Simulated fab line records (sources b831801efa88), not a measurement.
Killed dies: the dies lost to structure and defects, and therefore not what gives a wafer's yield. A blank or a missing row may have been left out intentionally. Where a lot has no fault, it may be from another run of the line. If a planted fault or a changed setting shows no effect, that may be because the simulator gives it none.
fab line records	flow sky130
record: lots: 6	wafers: 18	last-day: 49
route steps=708 shown VIA2@516 METAL3@532 CAPM@537 PAD_OPEN@708
lots untouched by any fault: they come from a run of this same line in which no faults occurred
start-h: the number of hours between the record's first day and the start of the first shown wafer of the lot	wait-h: hours elapsed since this lot's preceding step	" unchanged from the row above	L1.1+2: a single row standing in for several wafers	- either no value or no given start	* or withheld: withheld	< > ~ a bound
route shown NAME@n: NAME is a module with steps in the file, n the number in the route of the first one	usual: mean/standard deviation of fault-free wafers	same: alike in all rows	chamber/n: place in a boat	sites: per-site readings	_std_site: standard deviation of those values	_edge_site: mean of outer sites minus mean of inner sites	radius-mm: for every site, how far away it sits from the centre of the wafer	mask NAME#n: copy n	behind: the tool/chamber that last shaped the wafer	hold: the reason the lot was held/the length of the hold in hours/how it ended	device: the transistor (n, p or np) that didn't switch	end of line: at the end of the route, the tests of the same wafers	a step given without rows: its recipe and nothing more	killed: at the first sort, the dies lost to defects and structure; wafer yield is something else	map: dies across one wafer; x = killed, . = not, _ = none there
set.NAME: the setting the step ran with; set.NAME@STEP: the setting that earlier step ran with	model.NAME: the simulator's own value behind a step, which no gauge read
certain route steps with their lots: each step a table, each wafer a row
services: when a tool's chamber went out of use (start-h, in hours from the record's first day, below 0 if earlier), for how many hours, and the reason
== steps ==
step: SKY_VIA2_EXPOSE_09
recipe: mask-id: VIM2	na: 0.8	source-shape: annular	sigma-inner: 0.55	sigma-outer: 0.85	target-cd-nm: 200	dose-mj: 38
step: SKY_VIA2_PEB_10
recipe: peb-temp-c: withheld	peb-time-s: withheld	resist: KrF-thick
step: SKY_VIA2_DEVELOP_11
recipe: develop-time-s: 60	resist: KrF-thick	dev-temp-c: 21
step: SKY_VIA2_CD_MEAS_12
recipe: target-cd-nm: 200
usual: cd-nm: 199.7/1.4
lot.wafer	tool	chamber	start-h	wait-h	cd-nm
L131.1	cd-sem-01	-	840.17	-	197.8
L131.2	"	-	"	"	198.2
L131.4	"	-	"	"	198.3
L137.1	cd-sem-02	-	906.17	-	199.3
L137.4	"	-	"	"	198.1
L137.6	"	-	"	"	198.6
L139.2	cd-sem-01	-	913.74	-	197.2
L139.5	"	-	"	"	199.3
L139.6	"	-	"	"	198.6
L145.2	cd-sem-02	-	955.74	-	198.7
L145.3	"	-	"	"	199.8
L145.5	"	-	"	"	200.0
L149.1	cd-sem-02	-	982.07	-	197.2
L149.2	"	-	"	"	199.2
L149.4	"	-	"	"	198.4
L150.1	cd-sem-02	-	990.77	-	200.7
L150.5	"	-	"	"	201.6
L150.6	"	-	"	"	201.4
step: SKY_VIA2_OVL_MEAS_13
usual: VIA2_OVL: 0/6.2
lot.wafer	tool	chamber	start-h	wait-h	VIA2_OVL[nm]
L131.1	overlay-02	-	840.29	0.1	-3
L131.2	"	-	"	"	2
L131.4	"	-	"	"	-7
L137.1	overlay-02	-	906.29	0.1	7
L137.4	"	-	"	"	-2
L137.6	"	-	"	"	-2
L139.2	overlay-02	-	913.84	0.1	-5
L139.5	"	-	"	"	-2
L139.6	"	-	"	"	6
L145.2	overlay-01	-	955.84	0.1	1
L145.3	"	-	"	"	2
L145.5	"	-	"	"	0
L149.1	overlay-02	-	982.19	0.1	10
L149.2	"	-	"	"	5
L149.4	"	-	"	"	4
L150.1	overlay-02	-	990.89	0.1	-2
L150.5	"	-	"	"	0
L150.6	"	-	"	"	1
step: SKY_VIA2_ETCH_14
recipe: chemistry: N2/H2	target: BARC	ion-energy-ev: 200	source-w: 500	bias-w: 100	pressure-mtorr: 30	n2-flow-sccm: 100	h2-flow-sccm: 200	stop-on: SiO2	time-s: 45.9	target-depth-a: 600
step: SKY_VIA2_ETCH_15
recipe: target: SiO2	chemistry: C4F8/O2/Ar	target-depth-nm: 546	stop-on: TiN	mask-material: KrF-thick	source-w: 1500	bias-w: 1200	pressure-mtorr: 40	c4f8-flow-sccm: withheld	O2_flow_sccm: 6	Ar_flow_sccm: 300	time-s: 84
usual: oes-product-au: 0.940/0.0049
lot.wafer	tool	chamber	start-h	wait-h	oes-product-au	rf-hours-counter-h
L131.1	rie-diel-04	1	840.36	0.0	0.931	7
L131.2	"	0	"	"	0.939	32
L131.4	"	3	"	"	0.937	26
L137.1	rie-diel-01	0	906.36	0.0	0.944	8
L137.4	"	2	"	"	0.942	19
L137.6	"	2	"	"	0.942	-
L139.2	rie-diel-01	3	913.91	0.0	0.943	18
L139.5	"	1	"	"	0.937	-
L139.6	"	3	"	"	0.947	-
L145.2	rie-diel-03	1	955.91	0.0	0.935	25
L145.3	"	2	"	"	0.944	16
L145.5	"	2	"	"	0.932	-
L149.1	rie-diel-03	0	982.27	0.0	0.944	16
L149.2	"	3	"	"	0.937	14
L149.4	"	1	"	"	0.933	26
L150.1	rie-diel-03	2	990.97	0.0	0.943	18
L150.5	"	2	"	"	0.935	-
L150.6	"	3	"	"	0.942	-
step: SKY_VIA2_STRIP_16
recipe: chemistry: O2/N2	power-w: 1400	pressure-mtorr: 1500	platen-temp-c: withheld	o2-flow-sccm: 3000	n2-flow-sccm: 300	overash-fraction: 0.5
step: SKY_VIA2_STRIP_17
recipe: chemistry: post-etch-residue-remover	time-s: 1200	temp-c: 72.5
step: SKY_VIA2_CLEAN_18
recipe: chemistry: IPA	time-s: 180	temp-c: 25
step: SKY_VIA2_CLEAN_19
recipe: chemistry: O3/DIW	dry: n2-spin
step: SKY_VIA2_SPUTTER_20
recipe: material: TiN	target-thk-nm: 20	chamber-pressure-pa: 5	power-w: 4000	time-s: 80
usual: throttle-valve-pct: 30.2/1.2
lot.wafer	tool	chamber	start-h	wait-h	throttle-valve-pct
L131.1	pvd-sputter-04	-	841.02	0.0	29.9
L131.2	"	-	"	"	29.4
L131.4	"	-	"	"	31.0
L137.1	pvd-sputter-03	-	907.03	0.0	32.2
L137.4	"	-	"	"	28.8
L137.6	"	-	"	"	32.4
L139.2	pvd-sputter-03	-	914.57	0.0	31.4
L139.5	"	-	"	"	32.5
L139.6	"	-	"	"	29.7
L145.2	pvd-sputter-04	-	956.57	0.0	30.0
L145.3	"	-	"	"	30.8
L145.5	"	-	"	"	28.8
L149.1	pvd-sputter-03	-	982.92	0.0	29.5
L149.2	"	-	"	"	31.3
L149.4	"	-	"	"	31.8
L150.1	pvd-sputter-03	-	991.69	0.0	29.7
L150.5	"	-	"	"	28.7
L150.6	"	-	"	"	31.8
step: SKY_VIA2_CVD_21
recipe: material: W	target-thk-nm: 420	time-s: 126.4	temp-c: 400	pressure-torr: 40
usual: heater-power-w: 908/92
lot.wafer	tool	chamber	start-h	wait-h	heater-power-w
L131.1	cvd-w-01	1	841.08	0.0	813
L131.2	"	0	"	"	924
L131.4	"	0	"	"	962
L137.1	cvd-w-01	1	907.09	0.0	809
L137.4	"	1	"	"	818
L137.6	"	1	"	"	821
L139.2	cvd-w-01	0	914.63	0.0	953
L139.5	"	0	"	"	954
L139.6	"	1	"	"	818
L145.2	cvd-w-01	1	956.63	0.0	808
L145.3	"	0	"	"	966
L145.5	"	0	"	"	919
L149.1	cvd-w-01	1	982.99	0.0	822
L149.2	"	0	"	"	923
L149.4	"	1	"	"	851
L150.1	cvd-w-02	0	991.75	0.0	839
L150.5	"	1	"	"	1012
L150.6	"	0	"	"	794
step: SKY_VIA2_RS_MEAS_22
recipe: thk-meas-gauge: four-point-probe	reads: W_of_VIA2_CVD_21+TiN_of_VIA2_SPUTTER_20
usual: VIA2_W_RS: 0.2721/0.0025
lot.wafer	tool	chamber	start-h	wait-h	VIA2_W_RS[ohm/sq]
L131.1	film-metro-04	-	841.21	0.1	0.2734
L131.2	"	-	"	"	0.2709
L131.4	"	-	"	"	0.2705
L137.1	film-metro-03	-	907.22	0.1	0.2802
L137.4	"	-	"	"	0.2774
L137.6	"	-	"	"	0.2793
L139.2	film-metro-04	-	914.78	0.1	0.2743
L139.5	"	-	"	"	0.2731
L139.6	"	-	"	"	0.2713
L145.2	film-metro-04	-	956.78	0.1	0.2732
L145.3	"	-	"	"	0.2716
L145.5	"	-	"	"	0.2704
L149.1	film-metro-04	-	983.12	0.1	0.2766
L149.2	"	-	"	"	0.2731
L149.4	"	-	"	"	0.2734
L150.1	film-metro-03	-	991.88	0.1	0.2729
L150.5	"	-	"	"	0.2724
L150.6	"	-	"	"	0.2699
step: SKY_VIA2_THK_MEAS_23
recipe: thk-meas-gauge: xrf	reads: W_of_VIA2_CVD_21
usual: VIA2_W_THK: 406/5.3
lot.wafer	tool	chamber	start-h	wait-h	VIA2_W_THK[nm]
L131.1	film-metro-04	-	841.33	0.1	397
L131.2	"	-	"	"	397
L131.4	"	-	"	"	401
L137.1	film-metro-03	-	907.34	0.1	399
L137.4	"	-	"	"	402
L137.6	"	-	"	"	402
L139.2	film-metro-04	-	914.89	0.1	397
L139.5	"	-	"	"	400
L139.6	"	-	"	"	401
L145.2	film-metro-04	-	956.89	0.1	404
L145.3	"	-	"	"	407
L145.5	"	-	"	"	408
L149.1	film-metro-04	-	983.24	0.1	397
L149.2	"	-	"	"	401
L149.4	"	-	"	"	399
L150.1	film-metro-03	-	992.00	0.1	408
L150.5	"	-	"	"	409
L150.6	"	-	"	"	411
step: SKY_VIA2_CMP_24
recipe: stop-on: SiO2	t-overpolish-s: 20	down-force-psi: 3.5	platen-rpm: 60	target-thk-nm: 0	pad-velocity-m-s: 0.94248
step: SKY_METAL3_SPUTTER_00
recipe: material: Ti	target-thk-nm: 15	power-w: 3000	time-s: 10	chamber-pressure-pa: 0.4
step: SKY_METAL3_SPUTTER_01
recipe: material: TiN	target-thk-nm: 20	power-w: 6500	time-s: 16.7	chamber-pressure-pa: 0.4
usual: throttle-valve-pct: 29.8/1
lot.wafer	tool	chamber	start-h	wait-h	throttle-valve-pct
L131.1	pvd-sputter-03	-	841.71	0.0	32.0
L131.2	"	-	"	"	31.6
L131.4	"	-	"	"	28.9
L137.1	pvd-sputter-04	-	907.72	0.0	29.0
L137.4	"	-	"	"	29.2
L137.6	"	-	"	"	29.1
L139.2	pvd-sputter-01	-	915.26	0.0	29.1
L139.5	"	-	"	"	29.3
L139.6	"	-	"	"	29.0
L145.2	pvd-sputter-01	-	957.26	0.0	29.9
L145.3	"	-	"	"	29.9
L145.5	"	-	"	"	29.8
L149.1	pvd-sputter-01	-	983.62	0.0	30.1
L149.2	"	-	"	"	29.1
L149.4	"	-	"	"	28.7
L150.1	pvd-sputter-03	-	992.38	0.0	29.4
L150.5	"	-	"	"	29.3
L150.6	"	-	"	"	32.0
step: SKY_METAL3_SPUTTER_02
recipe: material: AlCu	target-thk-nm: 735	power-w: 10600	time-s: 39.1	chamber-pressure-pa: 0.4
usual: throttle-valve-pct: 29.8/1.1
lot.wafer	tool	chamber	start-h	wait-h	throttle-valve-pct
L131.1	pvd-sputter-03	-	841.74	0.0	32.1
L131.2	"	-	"	"	31.8
L131.4	"	-	"	"	29.1
L137.1	pvd-sputter-04	-	907.75	0.0	29.3
L137.4	"	-	"	"	29.3
L137.6	"	-	"	"	29.1
L139.2	pvd-sputter-01	-	915.29	0.0	28.8
L139.5	"	-	"	"	29.0
L139.6	"	-	"	"	28.4
L145.2	pvd-sputter-01	-	957.29	0.0	30.4
L145.3	"	-	"	"	29.4
L145.5	"	-	"	"	29.5
L149.1	pvd-sputter-01	-	983.64	0.0	30.2
L149.2	"	-	"	"	29.2
L149.4	"	-	"	"	28.8
L150.1	pvd-sputter-03	-	992.41	0.0	29.3
L150.5	"	-	"	"	29.6
L150.6	"	-	"	"	32.4
step: SKY_METAL3_SPUTTER_03
recipe: material: Ti	target-thk-nm: 5	power-w: 3000	time-s: 3.3	chamber-pressure-pa: 0.4
step: SKY_METAL3_SPUTTER_04
recipe: material: TiN	target-thk-nm: 70	power-w: 6500	time-s: 58.3	chamber-pressure-pa: 0.4
usual: throttle-valve-pct: 29.8/1.1
lot.wafer	tool	chamber	start-h	wait-h	throttle-valve-pct
L131.1	pvd-sputter-03	-	841.80	0.0	31.9
L131.2	"	-	"	"	31.6
L131.4	"	-	"	"	28.5
L137.1	pvd-sputter-04	-	907.80	0.0	29.1
L137.4	"	-	"	"	29.1
L137.6	"	-	"	"	29.0
L139.2	pvd-sputter-01	-	915.35	0.0	28.8
L139.5	"	-	"	"	28.9
L139.6	"	-	"	"	29.0
L145.2	pvd-sputter-01	-	957.35	0.0	29.9
L145.3	"	-	"	"	29.5
L145.5	"	-	"	"	29.5
L149.1	pvd-sputter-01	-	983.70	0.0	30.0
L149.2	"	-	"	"	28.9
L149.4	"	-	"	"	28.9
L150.1	pvd-sputter-03	-	992.47	0.0	29.7
L150.5	"	-	"	"	29.4
L150.6	"	-	"	"	32.2
step: SKY_CAPM_CVD_00
recipe: material: SiO2	target-thk-nm: 15.5	temp-c: 400	time-s: withheld	rf-w: 450
step: SKY_CAPM_THK_MEAS_01
recipe: reads: SiO2_of_CAPM_CVD_00
usual: CAPM_CVD_00_THK: 15.50/0.23
lot.wafer	tool	chamber	start-h	wait-h	CAPM_CVD_00_THK[nm]
L131.1	film-metro-01	-	841.87	-	15.09
L131.2	"	-	"	"	15.14
L131.4	"	-	"	"	15.41
L137.1	film-metro-03	-	907.89	-	15.30
L137.4	"	-	"	"	15.76
L137.6	"	-	"	"	15.65
L139.2	film-metro-03	-	915.43	-	15.53
L139.5	"	-	"	"	15.50
L139.6	"	-	"	"	15.47
L145.2	film-metro-03	-	957.43	-	15.29
L145.3	"	-	"	"	15.43
L145.5	"	-	"	"	15.52
L149.1	film-metro-02	-	983.77	-	15.54
L149.2	"	-	"	"	15.26
L149.4	"	-	"	"	15.57
L150.1	film-metro-02	-	992.54	-	15.02
L150.5	"	-	"	"	15.33
L150.6	"	-	"	"	15.49
step: SKY_CAPM_SPUTTER_02
recipe: material: TiN	target-thk-nm: 200	temp-c: 300	power-w: 6500	time-s: 166.7	chamber-pressure-pa: 0.4
step: SKY_CAPM_RS_MEAS_03
recipe: thk-meas-gauge: four-point-probe	reads: TiN_of_CAPM_SPUTTER_02
usual: CAPM_TIN_RS: 6.89/0.083
lot.wafer	tool	chamber	start-h	wait-h	CAPM_TIN_RS[ohm/sq]
L131.1	film-metro-02	-	842.04	0.1	6.84
L131.2	"	-	"	"	6.90
L131.4	"	-	"	"	6.77
L137.1	film-metro-02	-	908.06	0.1	7.00
L137.4	"	-	"	"	7.03
L137.6	"	-	"	"	7.02
L139.2	film-metro-02	-	915.61	0.1	6.87
L139.5	"	-	"	"	6.87
L139.6	"	-	"	"	6.83
L145.2	film-metro-01	-	957.61	0.1	6.88
L145.3	"	-	"	"	6.88
L145.5	"	-	"	"	6.92
L149.1	film-metro-03	-	983.94	0.1	6.96
L149.2	"	-	"	"	6.91
L149.4	"	-	"	"	6.92
L150.1	film-metro-01	-	992.71	0.1	6.85
L150.5	"	-	"	"	6.87
L150.6	"	-	"	"	6.79
step: SKY_CAPM_THK_MEAS_04
recipe: thk-meas-gauge: xrf	reads: TiN_of_CAPM_SPUTTER_02
usual: CAPM_TIN_THK: 201.2/2.6
lot.wafer	tool	chamber	start-h	wait-h	CAPM_TIN_THK[nm]
L131.1	film-metro-02	-	842.16	0.1	202.4
L131.2	"	-	"	"	202.1
L131.4	"	-	"	"	206.5
L137.1	film-metro-02	-	908.18	0.1	197.9
L137.4	"	-	"	"	197.1
L137.6	"	-	"	"	197.4
L139.2	film-metro-02	-	915.72	0.1	200.7
L139.5	"	-	"	"	201.4
L139.6	"	-	"	"	203.0
L145.2	film-metro-01	-	957.72	0.1	203.5
L145.3	"	-	"	"	202.3
L145.5	"	-	"	"	201.7
L149.1	film-metro-03	-	984.06	0.1	198.5
L149.2	"	-	"	"	199.4
L149.4	"	-	"	"	199.3
L150.1	film-metro-01	-	992.83	0.1	203.6
L150.5	"	-	"	"	203.5
L150.6	"	-	"	"	205.1
step: SKY_CAPM_DEHYDRATE_05
recipe: temp-c: 200	time-s: 60
step: SKY_CAPM_HMDS_06
recipe: prime-time-s: 60	prime-temp-c: 120
step: SKY_CAPM_COAT_07
recipe: resist: NOVOLAK	spin-rpm: 3000	resist-thk-nm: 1140
step: SKY_CAPM_SOFTBAKE_08
recipe: temp-c: 90	time-s: 60	resist: NOVOLAK
step: SKY_CAPM_EXPOSE_09
recipe: mask-id: CAPM	na: 0.6	source-shape: conventional	sigma-outer: 0.6	polarization: unpolarized	target-cd-nm: 1000	dose-mj: 159
step: SKY_CAPM_PEB_10
recipe: temp-c: withheld	time-s: *	resist: NOVOLAK
step: SKY_CAPM_DEVELOP_11
recipe: resist: NOVOLAK	developer: TMAH	develop-time-s: 60	dev-temp-c: 23
step: SKY_CAPM_OVL_MEAS_12
usual: CAPM_OVL: 1.3/1.3
lot.wafer	tool	chamber	start-h	wait-h	CAPM_OVL[nm]
L131.1	overlay-02	-	866.94	0.1	2.6
L131.2	"	-	"	"	2.3
L131.4	"	-	"	"	0.7
L137.1	overlay-01	-	932.24	0.1	0.3
L137.4	"	-	"	"	-1.1
L137.6	"	-	"	"	-1.4
L139.2	overlay-02	-	939.78	0.1	2.4
L139.5	"	-	"	"	0.1
L139.6	"	-	"	"	-0.7
L145.2	overlay-01	-	981.65	0.1	1.3
L145.3	"	-	"	"	1.7
L145.5	"	-	"	"	0.4
L149.1	overlay-02	-	1006.97	0.1	2.0
L149.2	"	-	"	"	2.4
L149.4	"	-	"	"	2.2
L150.1	overlay-01	-	1015.19	0.1	-0.7
L150.5	"	-	"	"	0.8
L150.6	"	-	"	"	1.2
step: SKY_CAPM_METAL_ETCH_13
recipe: target-depth-nm: 220	stop-on: SiO2	chemistry: Cl2/BCl3	target: TiN	pressure-mtorr: 10	icp-w: 900	bias-w: 48.5	Cl2_flow_sccm: 60	bcl3-flow-sccm: 30	time-s: 62.9
step: SKY_CAPM_STRIP_14
recipe: chemistry: O2/N2	power-w: 1400	pressure-mtorr: 1500	platen-temp-c: withheld	o2-flow-sccm: 3000	n2-flow-sccm: 300	overash-fraction: 0.5
step: SKY_CAPM_STRIP_15
recipe: chemistry: post-etch-residue-remover	time-s: 1200	temp-c: 72.5
step: SKY_CAPM_CLEAN_16
recipe: chemistry: IPA	time-s: 180	temp-c: 25
step: SKY_CAPM_CLEAN_17
recipe: chemistry: O3/DIW	dry: n2-spin
step: SKY_METAL3_DEHYDRATE_05
recipe: temp-c: 200	time-s: 60
step: SKY_METAL3_HMDS_06
recipe: prime-time-s: 60	prime-temp-c: 120
step: SKY_METAL3_COAT_07
recipe: resist: BARC	temp-c: withheld	time-s: withheld	spin-rpm: 3000	resist-thk-nm: 60
step: SKY_PAD_OPEN_PROBE_99
usual: defect-limited-yield: 82.7/1.9	killed_at_M0_to_M3: 43/6.8	killed_at_M4_up: 2.9/1.7	killed-at-contacts: 24/5.4	killed-at-front-end: 15/4.8	killed-at-other: 0.3/0.57	killed-dies: 85/9.4	killed-open: 47/7.5	killed-short: 38/5.7	sort_bin_3_pad_short: 0.8/0.37	sort_bin_5_function: 10.2/1.5	sort_bin_6_memory: 6.2/1.1	sort-n-pass: 407/9.4	sort-yield-pct: 82.7/1.9
same: gross-dies: 492	killed-at-back-side: 0	sort_bin_4_leakage[%]: 0	sort_bin_8_speed[%]: 0
lot.wafer	tool	chamber	start-h	wait-h	defect-limited-yield[%]	killed_at_M0_to_M3	killed_at_M4_up	killed-at-contacts	killed-at-front-end	killed-at-other	killed-dies	killed-open	killed-short	sort_bin_3_pad_short[%]	sort_bin_5_function[%]	sort_bin_6_memory[%]	sort-n-pass	sort-yield-pct[%]	model.etest.tester.sort-n-pass	model.etest.tester.sort-yield-pct	model.etest.tester.sort_bin_5_pct	model.etest.tester.sort_bin_3_pct
L131.1	prober-01	-	1065.29	0.1	81.5	52	3	22	14	0	91	45	46	1.0	10.4	7.1	401	81.5	401	81.5	10.37	1.016
L131.2	prober-01	-	1065.34	0.1	82.3	43	4	33	7	0	87	54	33	0.4	11.6	5.7	405	82.3	405	82.32	11.59	0.4065
L131.4	prober-01	-	1065.44	0.2	80.9	50	0	32	11	1	94	54	40	1.8	11.2	6.1	398	80.9	398	80.89	11.18	1.829
L137.1	prober-02	-	1118.07	0.1	83.7	32	3	27	18	0	80	40	40	0.6	10.2	5.5	412	83.7	412	83.74	10.16	0.6098
L137.4	prober-02	-	1118.22	0.2	82.9	48	2	18	16	0	84	53	31	0.6	10.0	6.5	408	82.9	408	82.93	9.959	0.6098
L137.6	prober-02	-	1118.32	0.2	84.1	47	5	13	13	0	78	46	32	0.6	10.0	5.3	414	84.1	414	84.15	9.959	0.6098
L145.2	prober-02	-	1155.28	0.1	73.4	86	2	32	10	1	131	47	29	3.3	16.7	6.7	361	73.4	361	73.37	16.67	3.252
L145.3	prober-02	-	1155.33	0.2	80.7	63	4	19	9	0	95	40	27	1.6	11.2	6.5	397	80.7	397	80.69	11.18	1.626
L145.5	prober-02	-	1155.43	0.2	80.3	57	3	27	9	1	97	35	41	2.0	11.4	6.3	395	80.3	395	80.28	11.38	2.033
L149.1	prober-02	-	1173.22	0.1	76.0	93	2	15	8	0	118	39	30	2.6	15.4	5.9	374	76.0	374	76.02	15.45	2.642
L149.2	prober-02	-	1173.27	0.1	76.0	72	6	29	11	0	118	51	42	2.6	14.6	6.7	374	76.0	374	76.02	14.63	2.642
L149.4	prober-02	-	1173.37	0.2	74.4	99	1	19	7	0	126	32	33	2.6	15.9	7.1	366	74.4	366	74.39	15.85	2.642
L150.1	prober-01	-	1182.07	0.1	80.5	50	2	28	16	0	96	52	44	0.4	11.8	7.3	396	80.5	396	80.49	11.79	0.4065
L150.5	prober-01	-	1182.27	0.2	81.1	48	1	23	21	0	93	56	37	1.4	11.4	6.1	399	81.1	399	81.1	11.38	1.423
L150.6	prober-01	-	1182.32	0.2	82.9	44	2	24	14	0	84	45	39	0.6	11.6	4.9	408	82.9	408	82.93	11.59	0.6098
killed by level:class
L131.1 VIA1:geometric-particle:open=11 VIA3:geometric-particle:short=9 CONTACT:geometric-particle:open=7 POLY_GATE:geometric-particle:open=7 VIA1:geometric-particle:short=6 VIA2:geometric-particle:open=6 LI_CONTACT:geometric-particle:open=5 METAL2:geometric-particle:short=5
L131.2 CONTACT:geometric-particle:open=18 VIA1:geometric-particle:open=12 LI_CONTACT:geometric-particle:open=7 METAL1:geometric-particle:short=5 METAL3:geometric-particle:short=5 LI_CONTACT:geometric-particle:short=4 VIA1:geometric-particle:short=4 VIA2:geometric-particle:open=4
L131.4 CONTACT:geometric-particle:open=10 VIA2:geometric-particle:open=10 VIA1:geometric-particle:open=9 VIA3:geometric-particle:short=7 LI_CONTACT:geometric-particle:open=7 LOCAL_INTERCONNECT:geometric-particle:short=6 VIA3:geometric-particle:open=6 LI_CONTACT:geometric-particle:short=5
L137.1 CONTACT:geometric-particle:open=8 LOCAL_INTERCONNECT:geometric-particle:short=7 VIA2:geometric-particle:open=7 VIA3:geometric-particle:open=7 FIELD_ISO:geometric-particle:short=6 LI_CONTACT:geometric-particle:open=6 POLY_GATE:geometric-particle:open=5 POLY_GATE:geometric-particle:short=4
L137.4 VIA1:geometric-particle:open=19 LI_CONTACT:geometric-particle:open=7 CONTACT:geometric-particle:open=7 VIA2:geometric-particle:open=7 METAL1:geometric-particle:short=6 VIA2:geometric-particle:short=5 FIELD_ISO:geometric-particle:short=4 POLY_GATE:geometric-particle:open=4
L137.6 VIA1:geometric-particle:open=14 CONTACT:geometric-particle:open=8 METAL1:geometric-particle:short=6 METAL2:geometric-particle:short=5 VIA2:geometric-particle:open=5 VIA1:geometric-particle:short=4 METAL4:geometric-particle:short=4 FIELD_ISO:geometric-particle:open=3
L145.2 VIA2:unspecified=55 LI_CONTACT:geometric-particle:open=11 VIA1:geometric-particle:open=10 CONTACT:geometric-particle:open=8 CONTACT:geometric-particle:short=7 VIA2:geometric-particle:open=5 VIA3:geometric-particle:open=5 LOCAL_INTERCONNECT:geometric-particle:short=3
L145.3 VIA2:unspecified=28 VIA2:geometric-particle:open=8 CONTACT:geometric-particle:open=7 VIA3:geometric-particle:open=7 VIA1:geometric-particle:open=6 LI_CONTACT:geometric-particle:open=4 LOCAL_INTERCONNECT:geometric-particle:short=4 CONTACT:geometric-particle:short=4
L145.5 VIA2:unspecified=21 CONTACT:geometric-particle:short=8 METAL2:geometric-particle:short=8 VIA3:geometric-particle:open=8 VIA1:geometric-particle:open=6 LI_CONTACT:geometric-particle:open=5 POLY_GATE:geometric-particle:short=4 POLY_GATE:geometric-particle:open=4
L149.1 VIA2:unspecified=49 VIA1:geometric-particle:open=16 LI_CONTACT:geometric-particle:open=6 METAL1:geometric-particle:short=6 METAL2:geometric-particle:short=6 VIA2:geometric-particle:open=6 POLY_GATE:geometric-particle:short=5 VIA1:geometric-particle:short=5
L149.2 VIA2:unspecified=25 VIA1:geometric-particle:open=11 CONTACT:geometric-particle:open=10 METAL1:geometric-particle:short=10 VIA3:geometric-particle:open=8 VIA2:geometric-particle:open=7 CONTACT:geometric-particle:short=6 LI_CONTACT:geometric-particle:open=5
L149.4 VIA2:unspecified=61 VIA1:geometric-particle:open=10 CONTACT:geometric-particle:open=7 VIA2:geometric-particle:short=5 VIA2:geometric-particle:open=5 POLY_GATE:geometric-particle:short=4 VIA3:geometric-particle:open=4 LI_CONTACT:geometric-particle:open=4
L150.1 VIA1:geometric-particle:open=13 METAL1:geometric-particle:short=10 CONTACT:geometric-particle:open=9 FIELD_ISO:geometric-particle:open=8 LOCAL_INTERCONNECT:geometric-particle:short=7 METAL2:geometric-particle:short=7 VIA2:geometric-particle:open=7 LI_CONTACT:geometric-particle:open=4
L150.5 VIA1:geometric-particle:open=11 LI_CONTACT:geometric-particle:open=10 METAL2:geometric-particle:short=8 CONTACT:geometric-particle:open=7 FIELD_ISO:geometric-particle:open=6 VIA3:geometric-particle:short=6 POLY_GATE:geometric-particle:open=6 METAL1:geometric-particle:short=6
L150.6 VIA1:geometric-particle:open=11 CONTACT:geometric-particle:open=10 VIA1:geometric-particle:short=6 METAL2:geometric-particle:short=5 CONTACT:geometric-particle:short=5 VIA3:geometric-particle:open=5 POLY_GATE:geometric-particle:short=4 LI_CONTACT:geometric-particle:open=4
map L145.2 (x killed, . not)
__________x........._________
________....x...x...x._______
______.......xx.xx.x...._____
_____xx..x.....x.x.......____
____.......x.......x......___
___..x.x...x....x..x.x....x__
__..........x..............._
_....x.x.....x...x.xx.xx.....
_xx..x................x.xx...
_x.x...x.x....x...x.xxxxx....
_....x....x....xxxx.xxxxxx...
_.x...............xxxxxxxxx..
_..........x.......xxxxxxxxxx
_........x........xxxxxxxxxx.
_...x..x....xx......xxxxxxxx.
__..x......x.....x..xxxxx..._
___...x.x..........x......x__
____.xx..............xxx.x___
_____xx...x......x....x..____
______......x....x......_____
________.............._______
__________......x..._________
map L149.4 (x killed, . not)
__________.x......xx_________
________............x._______
______..x...xxx...x....x_____
_____..x.xx........x...x.____
____.........x........x.x.___
___...x........x......xx...__
__.x.......x..xx...x.x......_
_...........................x
_.......x...x....x.x.........
_...x...............xxxxx.x.x
_............x....xxxxxxxx...
_x.....x....x....x.xxxxxxxxxx
_........xx......xxxxxxxxxxx.
_x...x..........x.xxxxxxxxx..
_.....x...........xxxxxxxx.xx
__....xx..x.x.....x.xxxxxx.x_
___...............x..xx.x..__
____....x...........x.....___
_____....................____
______..x...x.......xx.._____
________x..x.........._______
__________......x.x._________
== services ==
tool	chamber	start-h	hours	kind
cvd-w-02	1	821.63	14.7	repair
rie-diel-04	-	827.82	2.8	pm
rie-diel-04	0	841.64	2.7	repair
rie-diel-01	3	843.52	3.4	repair
rie-diel-01	2	848.91	13.4	repair
rie-diel-04	2	854.04	5.2	repair
rie-diel-04	0	859.90	2.7	repair
rie-diel-01	3	862.35	1.3	repair
rie-diel-01	-	869.02	0.5	repair
pvd-sputter-04	-	869.55	6.5	repair
rie-diel-04	3	869.59	3.9	repair
pvd-sputter-01	-	876.32	5.7	repair
cvd-w-01	-	904.81	1.4	repair
cvd-w-01	-	909.97	0.6	repair
rie-diel-01	0	911.22	1.8	repair
rie-diel-01	2	912.79	14.4	repair
rie-diel-01	2	928.11	13.7	repair
rie-diel-01	3	929.83	2.7	repair
pvd-sputter-04	-	931.35	1.4	repair
cvd-w-01	0	938.88	2.7	repair
pvd-sputter-03	-	948.12	3.5	repair
pvd-sputter-03	-	955.13	5.2	repair
rie-diel-01	0	955.40	5.8	repair
pvd-sputter-03	-	987.20	4.1	repair
== key ==
first-sign: step: SKY_PAD_OPEN_PROBE_99	reading: killed_at_M0_to_M3	direction: up	sigmas: 5.3	usual: 43	struck: 78
effect: step: SKY_PAD_OPEN_PROBE_99	reading: sort_bin_3_pad_short	direction: up	sigmas: 4.5	usual: 0.8	struck: 2.5
model-effect: step: SKY_PAD_OPEN_PROBE_99	value: etest.tester.sort-n-pass	without: 411.8	struck: 377.8
met-at SKY_VIA2_CVD_21
struck-wafers L145.2,L145.3,L145.5,L149.1,L149.2,L149.4
onset-between 914.63 956.63
also-fits SKY_METAL3_SPUTTER_01:pvd-sputter-01,SKY_METAL3_SPUTTER_02:pvd-sputter-01,SKY_METAL3_SPUTTER_04:pvd-sputter-01
fault: kind: chamber-particle-source	tool: cvd-w-01	chamber: -	onset-h: 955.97	steps: SKY_VIA2_CVD_21	rate-per-visit-cm2: 1.0254	end-h: 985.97
